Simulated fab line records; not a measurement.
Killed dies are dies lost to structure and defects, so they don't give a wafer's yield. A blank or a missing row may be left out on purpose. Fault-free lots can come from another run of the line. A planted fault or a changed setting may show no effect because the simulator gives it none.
Struck lot and sound lot, side by side | flow sky130 | 15 steps out of a route of 708
Sound: wafers L269.1, L269.3, L269.6. Struck: wafer L281.1 (L281.2, L281.3, from the same lot, were not struck and are left out); the cause is given at the end.
Order at every step that has rows: each side's tool, ch and its chambers, its first start. Under that, the readings that differ: sound wafers | struck wafers | difference of the means | sigmas: that difference in standard deviations of wafers without a fault.
alike: readings with means less than 2 such deviations apart, plus words and numbers identical on both sides. not compared: withheld readings, readings lacking a value on some wafer, bounds such as >300 that could conceal the same value, and numbers that have no deviation in the record and whose values overlap.
The two part at a step that has a row with sigmas, a row that says differs or no value, or rows on one side only. When numbers do not overlap yet have no deviation, they are printed without sigmas and do not part them. A reading that every wafer of one side lacks parts them only if that side has two wafers or more.

SKY_LOCAL_INTERCONNECT_THK_MEAS_02: measures by xrf.
  sound on film metro-01 at day 32 03:28; struck on film metro-01 at day 35 19:12
  alike: LOCAL_INTERCONNECT_TIN_THK
then, 8 steps without rows for these wafers: SKY_LOCAL_INTERCONNECT_DEHYDRATE_03 (time 60 s); SKY_LOCAL_INTERCONNECT_HMDS_04 (prime time 60 s); SKY_LOCAL_INTERCONNECT_COAT_05 (resist thk 60 nm); SKY_LOCAL_INTERCONNECT_COAT_06 (resist thk 450 nm); SKY_LOCAL_INTERCONNECT_SOFTBAKE_07 (time 90 s); SKY_LOCAL_INTERCONNECT_EXPOSE_08 (exposes mask LI1M, target cd 170 nm); SKY_LOCAL_INTERCONNECT_PEB_09; SKY_LOCAL_INTERCONNECT_DEVELOP_10 (develop time 60 s).
SKY_LOCAL_INTERCONNECT_CD_MEAS_11: the cd target is 170 nm.
  sound on cd sem-02 at day 33 06:43; struck on cd sem-01 at day 36 22:10
  alike: cd nm
SKY_LOCAL_INTERCONNECT_OVL_MEAS_12:
  sound on overlay-02 at day 33 06:50; struck on overlay-01 at day 36 22:17
  reading                     | sound | struck | difference | sigmas
  LOCAL_INTERCONNECT_OVL (nm) | 8 4 5 | -7     | -13        | -2
SKY_LOCAL_INTERCONNECT_ETCH_13: etches BARC in N2/H2, stops on SiO2, time 45.9 s, target depth 60 nm.
  sound on rie metal-03 ch 0,1, day 33 06:52; struck on rie metal-03 ch 1, day 36 22:19
  reading               | sound             | struck | difference | sigmas
  oes product au (a.u.) | 0.855 0.862 0.860 | 0.850  | -0.009     | -2
  alike: drypump motor current A, throttle valve pct
  not compared: rf hours counter h
SKY_LOCAL_INTERCONNECT_METAL_ETCH_14: etches TiN in Cl2/BCl3, stops on PSG, target depth 110 nm, time 31.4 s.
  sound on rie metal-03 ch 0,1, day 33 06:56; struck on rie metal-03 ch 1, day 36 22:23
  reading                                                   | sound                | struck | difference | sigmas
  oes product au (a.u.)                                     | 0.939 0.941 0.944    | 0.750  | -0.191     | -25
  throttle valve pct (%)                                    | 21.919 21.900 21.914 | 22.012 | +0.101     | +11
  model.etch.depth nm (nm)                                  | 99.19 99.31 100.1    | 66.85  | -32.68     |
  model.LOCAL_INTERCONNECT.feature depth nm (nm)            | 99.19 99.31 100.1    | 66.85  | -32.68     |
  model.KrF-thick_of_LOCAL_INTERCONNECT_COAT_06.thk nm (nm) | 350.5 350.6 349      | 366    | +16        |
  alike: drypump motor current A
  not compared: rf hours counter h
SKY_LOCAL_INTERCONNECT_STRIP_15: strips in O2/N2.
  sound on plasma asher-02 ch 0,1, day 33 06:59; struck on plasma asher-01 ch 1, day 36 22:26
  reading                      | sound             | struck | difference | sigmas
  strip time to endpoint s (s) | 4.755 4.733 4.736 | 4.901  | +0.160     | +8
  alike: drypump motor current A, oes product au
  not compared: rf hours counter h
then, 1 step without rows for these wafers: SKY_LOCAL_INTERCONNECT_STRIP_16 (strips in post etch residue remover, time 1200 s).

## WHERE THEY PART
First at SKY_LOCAL_INTERCONNECT_OVL_MEAS_12; last, within this record, at SKY_LOCAL_INTERCONNECT_STRIP_15.

WHY: what the simulator had put in
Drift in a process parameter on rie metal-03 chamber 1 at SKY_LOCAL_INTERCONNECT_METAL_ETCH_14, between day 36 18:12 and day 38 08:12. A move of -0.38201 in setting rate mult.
